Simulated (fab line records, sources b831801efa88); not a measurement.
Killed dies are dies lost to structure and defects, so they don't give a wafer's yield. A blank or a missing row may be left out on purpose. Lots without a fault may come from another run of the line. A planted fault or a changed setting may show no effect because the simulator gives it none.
fab line records | flow sfq_line | part 1 of 2: steps 1 to 25 of 36
record lots=5 wafers=15 last_day=90
route steps=325 shown L0V@23 M0@28 I0@43 M1@58
lots that met no fault: from a run of the same line without faults
start_h: hours from the record's first day to the start of the lot's first wafer shown | wait_h: hours since the lot's step before | " the same as in the row above | L1.1+2: a row that stands for several wafers | - no value, or no start given | * or withheld: withheld | < > ~ a bound
route shown NAME@n: a module of which the file shows steps, and the number in the route of the first | usual: mean/standard deviation of fault-free wafers | same: alike in all rows | chamber/n: place in a boat | sites: the reading at each site | _std_site: their standard deviation | _edge_site: outer sites' mean less inner sites' | radius_mm: how far each site lies from the wafer's centre | mask NAME#n: copy n | behind: the tool/chamber that last shaped the wafer | hold: why the lot was held/for how many hours/how that ended | device: the transistor (n, p or np) that didn't switch | end of line: the same wafers' tests at the end of the route | a step without rows: its recipe alone | killed: dies lost to structure and defects at the first sort, not the wafer's yield | map: a wafer's dies, x killed, . not, _ none there
set.NAME: the setting as run; set.NAME@STEP: as run at that earlier step | model.NAME: the simulator's own value behind a step, which no gauge read
lots at some steps of the route; a table a step, a row a wafer
services: from which hour (start_h, from the record's first day; less than 0 if before it) a tool's chamber was out of use, for how many hours, and why
## steps
# step SFQ_L0V_OVL_MEAS_903
# usual L0V_OVL=1/6.4
# columns lot.wafer tool chamber start_h wait_h L0V_OVL[nm]
L077.2 overlay-01 - 197.51 0.1 3
L077.3 " - " " -4
L077.4 " - " " -2
L081.2 overlay-01 - 217.05 0.1 -6
L081.3 " - " " -6
L081.6 " - " " 5
L083.1 overlay-01 - 229.05 0.1 -5
L083.3 " - " " -5
L083.5 " - " " 3
L093.2 overlay-02 - 315.50 0.1 11
L093.3 " - " " 11
L093.6 " - " " 5
L096.1 overlay-01 - 329.89 0.1 -13
L096.3 " - " " -11
L096.6 " - " " -18
# step SFQ_TRILAYER_L0_VIA_BARC_OPEN_VIA_ETCH_021
# recipe mask_material=PR chemistry=O2 target_depth_nm=125 target=BARC source_w=500 bias_w=80 pressure_mtorr=30 time_s=41.7
# usual drypump_motor_current_A=5.7/0.36 oes_product_au=0.685/0.0047
# columns lot.wafer tool chamber start_h wait_h drypump_motor_current_A oes_product_au rf_hours_counter_h
L077.2 rie_diel-04 2 197.54 0.0 6.0 0.689 40
L077.3 " 3 " " 6.2 0.683 148
L077.4 " 0 " " 6.1 0.686 6
L081.2 rie_diel-02 1 217.08 0.0 4.9 0.687 3
L081.3 " 2 " " 5.8 0.688 6
L081.6 " 2 " " 5.8 0.686 -
L083.1 rie_diel-03 3 229.08 0.0 5.3 0.686 3
L083.3 " 0 " " 5.3 0.684 6
L083.5 " 0 " " 5.3 0.684 -
L093.2 rie_diel-04 1 315.53 0.0 5.7 0.689 132
L093.3 " 0 " " 6.2 0.678 8
L093.6 " 0 " " 6.2 0.687 -
L096.1 rie_diel-03 3 329.93 0.0 5.3 0.674 4
L096.3 " 1 " " 5.7 0.682 8
L096.6 " 2 " " 6.2 0.688 -
# step SFQ_TRILAYER_L0_VIA_ETCH_VIA_ETCH_016
# recipe target=SiO2 stop_on=MoNx_KI mask_material=PR chemistry=CHF3 target_depth_nm=80 source_w=500 bias_w=80 pressure_mtorr=30 time_s=withheld
# usual drypump_motor_current_A=5.7/0.36 oes_product_au=0.842/0.0078
# columns lot.wafer tool chamber start_h wait_h drypump_motor_current_A oes_product_au
L077.2 rie_diel-04 2 197.58 0.0 6.0 0.839
L077.3 " 3 " " 6.2 0.831
L077.4 " 0 " " 6.1 0.845
L081.2 rie_diel-02 1 217.12 0.0 4.9 0.834
L081.3 " 2 " " 5.8 0.835
L081.6 " 2 " " 5.8 0.839
L083.1 rie_diel-03 3 229.12 0.0 5.3 0.830
L083.3 " 0 " " 5.3 0.835
L083.5 " 0 " " 5.3 0.845
L093.2 rie_diel-04 1 315.57 0.0 5.7 0.834
L093.3 " 0 " " 6.2 0.827
L093.6 " 0 " " 6.2 0.834
L096.1 rie_diel-03 3 329.97 0.0 5.4 0.839
L096.3 " 1 " " 5.7 0.829
L096.6 " 2 " " 6.2 0.838
# step SFQ_TRILAYER_L0_VIA_STRIP_STRIP_017
# recipe gas=O2 power_w=200 platen_temp_c=40 overash_fraction=0.65 chemistry=O2 pressure_mtorr=50
# usual drypump_motor_current_A=5.6/0.59 oes_product_au=1.001/0.0083
# columns lot.wafer tool chamber start_h wait_h drypump_motor_current_A oes_product_au rf_hours_counter_h
L077.2 rie_metal-04 1 197.62 - 5.9 1.005 170
L077.3 " 0 " " 5.7 1.005 -
L077.4 " 1 " " 5.9 0.991 -
L081.2 rie_metal-04 1 217.17 - 5.9 1.003 174
L081.3 " 1 " " 5.9 1.013 -
L081.6 " 0 " " 5.7 1.002 -
L083.1 rie_metal-01 0 229.17 - 5.1 0.998 135
L083.3 " 0 " " 5.1 1.005 -
L083.5 " 0 " " 5.1 1.008 -
L093.2 rie_metal-04 1 315.62 - 5.9 1.003 6
L093.3 " 0 " " 5.7 1.009 -
L093.6 " 1 " " 5.9 1.005 -
L096.1 rie_metal-01 0 330.02 - 5.1 1.009 149
L096.3 " 1 " " 6.6 0.989 -
L096.6 " 1 " " 6.6 0.991 -
# step SFQ_TRILAYER_L0_VIA_STRIP_SOLV_CLEAN_018
# recipe chemistry=NMP temp_c=70 time_s=600
# columns lot.wafer tool chamber start_h wait_h
L077.2+3+4 wet_bench-03 7,2,4 198.22 0.4
L081.2+3+6 wet_bench-03 0,3,4 217.77 0.4
L083.1+3+5 wet_bench-04 4,7,6 229.77 0.4
L093.2+3+6 wet_bench-01 2,1,6 316.22 0.4
L096.1+3+6 wet_bench-01 4,5,7 330.62 0.4
# step SFQ_TRILAYER_M0_DEP_PRE_CLEAN_020
# recipe gas=Ar time_s=15 bias_v=250
# columns lot.wafer tool chamber start_h wait_h
L077.2+3+4 pvd_sputter-04 - 198.40 0.0
L081.2+3+6 pvd_sputter-06 - 217.95 0.0
L083.1+3+5 pvd_sputter-06 - 229.95 0.0
L093.2+3+6 pvd_sputter-05 - 316.41 0.0
L096.1+3+6 pvd_sputter-05 - 330.79 0.0
# step SFQ_TRILAYER_M0_DEP_SPUTTER_019
# recipe material=Nb base_pressure_pa=1.33e-06 chamber_pressure_pa=0.1333 substrate_temp_c=20 resputter_cathode_voltage_v=400 target_thk_nm=200 power_w=2000 time_s=133.3
# usual throttle_valve_pct=30.6/1.1
# columns lot.wafer tool chamber start_h wait_h throttle_valve_pct
L077.2 pvd_sputter-04 - 198.42 0.0 31.3
L077.3 " - " " 31.3
L077.4 " - " " 28.2
L081.2 pvd_sputter-06 - 217.97 0.0 32.0
L081.3 " - " " 29.3
L081.6 " - " " 32.0
L083.1 pvd_sputter-06 - 229.97 0.0 31.5
L083.3 " - " " 32.1
L083.5 " - " " 29.3
L093.2 pvd_sputter-05 - 316.43 0.0 31.4
L093.3 " - " " 30.2
L093.6 " - " " 30.2
L096.1 pvd_sputter-05 - 330.82 0.0 29.8
L096.3 " - " " 29.8
L096.6 " - " " 31.2
# step SFQ_M0_RS_MEAS_904
# recipe thk_meas_gauge=four-point-probe reads=Nb_of_TRILAYER_M0_DEP_SPUTTER_019
# usual M0_NB_RS=0.885/0.009
# columns lot.wafer tool chamber start_h wait_h M0_NB_RS[ohm/sq]
L077.2 film_metro-04 - 198.53 0.1 0.898
L077.3 " - " " 0.904
L077.4 " - " " 0.898
L081.2 film_metro-02 - 218.08 0.1 0.875
L081.3 " - " " 0.874
L081.6 " - " " 0.871
L083.1 film_metro-02 - 230.06 0.0 0.893
L083.3 " - " " 0.879
L083.5 " - " " 0.879
L093.2 film_metro-03 - 316.54 0.1 0.883
L093.3 " - " " 0.880
L093.6 " - " " 0.875
L096.1 film_metro-03 - 330.91 0.0 0.889
L096.3 " - " " 0.890
L096.6 " - " " 0.882
# step SFQ_TRILAYER_M0_LITHO_COAT_026
# recipe resist=BARC spin_rpm=3000 resist_thk_nm=62
# usual exhaust_pa=44.9/0.97
# columns lot.wafer tool chamber start_h wait_h exhaust_pa
L077.2 litho_track-04 0 198.74 0.1 45.0
L077.3 " 0 " " 45.6
L077.4 " 0 " " 45.0
L081.2 litho_track-02 0 218.30 0.1 45.3
L081.3 " 0 " " 47.4
L081.6 " 0 " " 45.3
L083.1 litho_track-03 0 230.24 0.1 44.8
L083.3 " 0 " " 45.3
L083.5 " 0 " " 44.1
L093.2 litho_track-02 0 316.75 0.1 44.1
L093.3 " 0 " " 44.6
L093.6 " 0 " " 46.2
L096.1 litho_track-03 0 331.09 0.1 45.2
L096.3 " 0 " " 44.1
L096.6 " 0 " " 45.9
# step SFQ_TRILAYER_M0_LITHO_COAT_021
# recipe resist=KrF spin_rpm=3000 resist_thk_nm=600
# usual exhaust_pa=44.8/0.88
# columns lot.wafer tool chamber start_h wait_h exhaust_pa
L077.2 litho_track-04 0 199.04 0.2 44.3
L077.3 " 0 " " 44.2
L077.4 " 0 " " 43.8
L081.2 litho_track-02 0 218.60 0.2 45.0
L081.3 " 0 " " 46.3
L081.6 " 0 " " 45.4
L083.1 litho_track-03 0 230.54 0.2 46.2
L083.3 " 0 " " 45.0
L083.5 " 0 " " 46.7
L093.2 litho_track-02 0 317.05 0.2 45.6
L093.3 " 0 " " 43.1
L093.6 " 0 " " 44.8
L096.1 litho_track-03 0 331.39 0.2 45.2
L096.3 " 0 " " 44.9
L096.6 " 0 " " 43.6
# step SFQ_TRILAYER_M0_LITHO_SOFTBAKE_025
# recipe temp_c=withheld time_s=withheld resist=KrF
# usual exhaust_pa=45.1/0.93
# columns lot.wafer tool chamber start_h wait_h exhaust_pa
L077.2 litho_track-04 0 199.32 0.2 44.0
L077.3 " 0 " " 44.5
L077.4 " 0 " " 44.0
L081.2 litho_track-02 0 218.87 0.2 44.8
L081.3 " 0 " " 43.8
L081.6 " 0 " " 44.9
L083.1 litho_track-03 0 230.84 0.2 45.8
L083.3 " 0 " " 44.8
L083.5 " 0 " " 43.7
L093.2 litho_track-02 0 317.33 0.2 44.4
L093.3 " 0 " " 45.0
L093.6 " 0 " " 45.5
L096.1 litho_track-03 0 331.69 0.2 45.3
L096.3 " 0 " " 45.8
L096.6 " 0 " " 44.4
# step SFQ_TRILAYER_M0_LITHO_EXPOSE_022
# recipe mask_id=M0 na=0.6 source_shape=conventional sigma_outer=0.65 target_cd_nm=500 dose_mj=14.4
# columns lot.wafer tool chamber start_h wait_h mask
L077.2+3+4 krf_scanner-02 0 204.40 - M0#0
L081.2+3+6 krf_scanner-02 0 219.55 - M0#0
L083.1+3+5 krf_scanner-01 0 235.22 - M0#0
L093.2+3+6 krf_scanner-02 0 421.59 - M0#0
L096.1+3+6 krf_scanner-02 0 445.39 - M0#0
# step SFQ_TRILAYER_M0_LITHO_PEB_024
# recipe peb_temp_c=115 peb_time_s=60 resist=KrF
# usual exhaust_pa=44.8/1
# columns lot.wafer tool chamber start_h wait_h exhaust_pa
L077.2 litho_track-04 0 205.43 0.8 44.5
L077.3 " 0 " " 45.0
L077.4 " 0 " " 45.1
L081.2 litho_track-03 0 220.58 0.8 46.6
L081.3 " 0 " " 46.4
L081.6 " 0 " " 46.0
L083.1 litho_track-04 0 236.42 1.0 46.1
L083.3 " 0 " " 46.2
L083.5 " 0 " " 45.8
L093.2 litho_track-02 0 422.61 0.8 43.4
L093.3 " 0 " " 44.5
L093.6 " 0 " " 45.1
L096.1 litho_track-03 0 446.59 1.0 46.8
L096.3 " 0 " " 46.4
L096.6 " 0 " " 44.3
# step SFQ_TRILAYER_M0_LITHO_DEVELOP_023
# recipe time_s=60 resist=KrF
# usual exhaust_pa=45.1/0.84
# columns lot.wafer tool chamber start_h wait_h exhaust_pa
L077.2 litho_track-04 0 205.58 0.1 45.6
L077.3 " 0 " " 45.2
L077.4 " 0 " " 45.4
L081.2 litho_track-03 0 220.73 0.1 46.1
L081.3 " 0 " " 45.2
L081.6 " 0 " " 46.2
L083.1 litho_track-04 0 236.57 0.1 45.4
L083.3 " 0 " " 45.6
L083.5 " 0 " " 46.0
L093.2 litho_track-02 0 422.76 0.1 45.5
L093.3 " 0 " " 46.5
L093.6 " 0 " " 45.9
L096.1 litho_track-03 0 446.74 0.1 43.7
L096.3 " 0 " " 45.3
L096.6 " 0 " " 45.2
# step SFQ_M0_OVL_MEAS_906
# usual M0_OVL=2/6.2
# columns lot.wafer tool chamber start_h wait_h M0_OVL[nm]
L077.2 overlay-01 - 205.71 0.1 3
L077.3 " - " " 8
L077.4 " - " " 6
L081.2 overlay-01 - 220.86 0.1 7
L081.3 " - " " 9
L081.6 " - " " 0
L083.1 overlay-02 - 236.72 0.1 17
L083.3 " - " " 10
L083.5 " - " " 7
L093.2 overlay-02 - 422.89 0.1 -6
L093.3 " - " " -7
L093.6 " - " " -5
L096.1 overlay-01 - 446.89 0.1 -3
L096.3 " - " " -1
L096.6 " - " " 0
# step SFQ_TRILAYER_M0_BARC_OPEN_METAL_ETCH_031
# recipe mask_material=PR chemistry=O2 target_depth_nm=125 target=BARC icp_w=600 bias_w=80 pressure_mtorr=10 time_s=41.7
# usual drypump_motor_current_A=5.5/0.32 oes_product_au=0.686/0.0042
# columns lot.wafer tool chamber start_h wait_h drypump_motor_current_A oes_product_au rf_hours_counter_h
L077.2 rie_metal-03 1 205.74 0.0 5.2 0.687 109
L077.3 " 1 " " 5.3 0.684 -
L077.4 " 0 " " 5.1 0.685 -
L081.2 rie_metal-03 1 220.89 0.0 5.3 0.682 112
L081.3 " 0 " " 5.1 0.688 -
L081.6 " 0 " " 5.1 0.691 -
L083.1 rie_metal-04 1 236.76 0.0 5.8 0.691 177
L083.3 " 0 " " 5.7 0.693 -
L083.5 " 0 " " 5.7 0.682 -
L093.2 rie_metal-02 0 422.92 0.0 5.0 0.681 5
L093.3 " 1 " " 5.7 0.687 -
L093.6 " 1 " " 5.7 0.684 -
L096.1 rie_metal-03 1 446.92 0.0 5.3 0.687 146
L096.3 " 0 " " 5.1 0.681 -
L096.6 " 1 " " 5.3 0.680 -
# step SFQ_TRILAYER_M0_ETCH_METAL_ETCH_024
# recipe target=Nb stop_on=SiO2 mask_material=PR chemistry=Cl2/Ar target_depth_nm=240 icp_w=600 bias_w=80 pressure_mtorr=10 time_s=120
# usual drypump_motor_current_A=5.5/0.32 oes_product_au=0.896/0.0075
# columns lot.wafer tool chamber start_h wait_h drypump_motor_current_A oes_product_au rf_hours_counter_h
L077.2 rie_metal-03 1 205.80 0.0 5.3 0.887 109
L077.3 " 1 " " 5.3 0.883 -
L077.4 " 0 " " 5.1 0.888 -
L081.2 rie_metal-03 1 220.95 0.0 5.2 0.903 112
L081.3 " 0 " " 5.1 0.901 -
L081.6 " 0 " " 5.1 0.902 -
L083.1 rie_metal-04 1 236.82 0.0 5.9 0.879 177
L083.3 " 0 " " 5.7 0.901 -
L083.5 " 0 " " 5.7 0.902 -
L093.2 rie_metal-02 0 422.98 0.0 5.0 0.900 5
L093.3 " 1 " " 5.7 0.910 -
L093.6 " 1 " " 5.7 0.910 -
L096.1 rie_metal-03 1 446.98 0.0 5.3 0.895 146
L096.3 " 0 " " 5.1 0.892 -
L096.6 " 1 " " 5.3 0.912 -
# step SFQ_TRILAYER_M0_STRIP_STRIP_025
# recipe gas=O2 power_w=200 platen_temp_c=40 overash_fraction=0.65 chemistry=O2 pressure_mtorr=50
# usual drypump_motor_current_A=5.5/0.33 oes_product_au=1.000/0.0076
# columns lot.wafer tool chamber start_h wait_h drypump_motor_current_A oes_product_au rf_hours_counter_h
L077.2 rie_metal-03 1 205.92 0.1 5.2 1.010 110
L077.3 " 1 " " 5.2 1.008 -
L077.4 " 0 " " 5.1 1.000 -
L081.2 rie_metal-03 1 221.07 0.1 5.3 1.002 112
L081.3 " 0 " " 5.1 1.002 -
L081.6 " 0 " " 5.1 1.004 -
L083.1 rie_metal-04 1 236.94 0.1 5.9 0.998 177
L083.3 " 0 " " 5.7 1.004 -
L083.5 " 0 " " 5.7 0.990 -
L093.2 rie_metal-02 0 423.11 0.1 5.0 1.002 6
L093.3 " 1 " " 5.7 0.993 -
L093.6 " 1 " " 5.7 0.995 -
L096.1 rie_metal-03 1 447.11 0.1 5.3 0.996 147
L096.3 " 0 " " 5.1 1.009 -
L096.6 " 1 " " 5.2 0.992 -
# step SFQ_TRILAYER_M0_STRIP_SOLV_CLEAN_026
# recipe chemistry=NMP temp_c=70 time_s=600
# columns lot.wafer tool chamber start_h wait_h
L077.2+3+4 wet_bench-01 3,7,0 206.52 0.4
L081.2+3+6 wet_bench-01 3,4,5 221.67 0.4
L083.1+3+5 wet_bench-03 2,4,1 237.54 0.4
L093.2+3+6 wet_bench-02 6,5,3 423.71 0.4
L096.1+3+6 wet_bench-01 2,6,3 447.71 0.4
# step SFQ_TRILAYER_I0_DEP_PECVD_027
# recipe material=SiO2 temp_c=150 time_s=111.11 pressure_torr=2.4 rf_w=183.3 precursor=SiH4/N2O target_thk_nm=500
# usual heater_power_w=87/12 throttle_valve_pct=24.7/1.3
# columns lot.wafer tool chamber start_h wait_h heater_power_w throttle_valve_pct
L077.2 pecvd-01 2 206.70 0.0 91 24.3
L077.3 " 1 " " 92 24.9
L077.4 " 1 " " 93 24.5
L081.2 pecvd-01 0 221.86 0.0 74 26.9
L081.3 " 1 " " 98 25.2
L081.6 " 2 " " 90 24.2
L083.1 pecvd-01 2 237.72 0.0 98 24.4
L083.3 " 1 " " 97 25.1
L083.5 " 0 " " 64 26.9
L093.2 pecvd-03 0 423.88 0.0 112 23.1
L093.3 " 1 " " 101 24.8
L093.6 " 2 " " 80 22.6
L096.1 pecvd-01 0 447.88 0.0 68 27.4
L096.3 " 1 " " 98 25.7
L096.6 " 1 " " 83 25.5
# step SFQ_TRILAYER_I0_CMP_CMP_028
# recipe material=SiO2 down_force_psi=3 platen_rpm=60 pad_velocity_m_s=0.94248
# usual motor_current_A=10.4/1.2 slurry_filter_dp_kPa=13.49/0.13 slurry_flow_ml_min=150.0/0.46 time_to_endpoint_s=212/7.4
# columns lot.wafer tool chamber start_h wait_h motor_current_A slurry_filter_dp_kPa slurry_flow_ml_min time_to_endpoint_s
L077.4 cmp-02 0 206.78 0.0 10.5 13.47 149.3 208
L077.2 " 1 " " 13.2 13.32 149.8 194
L077.3 " 3 208.28 1.5 12.1 13.43 149.7 205
L081.2 cmp-02 0 225.88 4.0 9.7 13.46 149.9 219
L081.3 " 1 " " 12.7 13.70 151.1 207
L081.6 " 0 227.88 5.9 10.4 13.39 149.6 219
L083.3 cmp-02 2 241.88 4.1 9.6 13.56 150.8 204
L083.1 " 0 242.88 5.1 10.1 13.36 150.5 220
L083.5 " 1 " " 13.6 13.35 150.3 212
L093.2 cmp-01 1 428.28 4.4 9.6 13.38 150.6 215
L093.3 " 0 429.78 5.9 8.9 13.21 149.9 227
L093.6 " 1 " " 10.0 13.55 150.2 226
L096.3 cmp-02 3 450.56 2.6 11.7 13.36 149.7 209
L096.1 " 0 " " 10.2 13.38 150.1 223
L096.6 " 2 452.06 4.1 9.5 13.37 150.1 214
# step SFQ_I0_BOW_MEAS_907
# recipe mode=bow
# usual I0_BOW=1/7.1
# columns lot.wafer tool chamber start_h wait_h I0_BOW[um]
L077.2 film_metro-03 - 209.80 2.0 1
L077.3 " - " " 2
L077.4 " - " " 3
L081.2 film_metro-03 - 228.40 2.0 9
L081.3 " - " " 13
L081.6 " - " " 2
L083.1 film_metro-01 - 244.38 1.0 4
L083.3 " - " " -7
L083.5 " - " " 6
L093.2 film_metro-01 - 431.30 2.5 -8
L093.3 " - " " 5
L093.6 " - " " 5
L096.1 film_metro-03 - 453.06 1.5 -5
L096.3 " - " " -2
L096.6 " - " " -8
# step SFQ_TRILAYER_I0_METRO_MEASURE_029
# usual thk_nm=199.2/1.2
# columns lot.wafer tool chamber start_h wait_h thk_nm
L077.2 film_metro-03 - 210.10 0.3 197.8
L077.3 " - " " 198.0
L077.4 " - " " 199.8
L081.2 film_metro-03 - 228.70 0.3 200.6
L081.3 " - " " 198.3
L081.6 " - " " 199.4
L083.1 film_metro-01 - 244.50 0.1 200.3
L083.3 " - " " 199.9
L083.5 " - " " 198.9
L093.2 film_metro-01 - 431.60 0.3 198.6
L093.3 " - " " 200.8
L093.6 " - " " 199.3
L096.1 film_metro-03 - 453.18 0.1 200.0
L096.3 " - " " 200.1
L096.6 " - " " 199.8
# step SFQ_TRILAYER_I0_VIA_LITHO_COAT_036
# recipe resist=BARC spin_rpm=3000 resist_thk_nm=62
# usual exhaust_pa=44.7/0.89
# columns lot.wafer tool chamber start_h wait_h exhaust_pa
L077.2 litho_track-04 0 211.15 0.8 44.8
L077.3 " 0 " " 43.8
L077.4 " 0 " " 44.4
L081.2 litho_track-04 0 229.75 0.8 45.3
L081.3 " 0 " " 44.6
L081.6 " 0 " " 44.1
L083.1 litho_track-04 0 245.70 1.0 44.8
L083.3 " 0 " " 43.4
L083.5 " 0 " " 44.1
L093.2 litho_track-04 0 432.65 0.8 44.4
L093.3 " 0 " " 44.5
L093.6 " 0 " " 45.3
L096.1 litho_track-01 0 454.38 1.0 44.5
L096.3 " 0 " " 44.5
L096.6 " 0 " " 43.6
# step SFQ_TRILAYER_I0_VIA_LITHO_COAT_031
# recipe resist=KrF spin_rpm=3000 resist_thk_nm=650
# usual exhaust_pa=45.1/0.93
# columns lot.wafer tool chamber start_h wait_h exhaust_pa
L077.2 litho_track-04 0 211.45 0.2 44.7
L077.3 " 0 " " 45.6
L077.4 " 0 " " 45.4
L081.2 litho_track-04 0 230.05 0.2 46.2
L081.3 " 0 " " 45.6
L081.6 " 0 " " 47.1
L083.1 litho_track-04 0 246.00 0.2 44.2
L083.3 " 0 " " 45.4
L083.5 " 0 " " 46.2
L093.2 litho_track-04 0 432.95 0.2 45.1
L093.3 " 0 " " 45.0
L093.6 " 0 " " 44.8
L096.1 litho_track-01 0 454.68 0.2 45.6
L096.3 " 0 " " 44.3
L096.6 " 0 " " 44.1
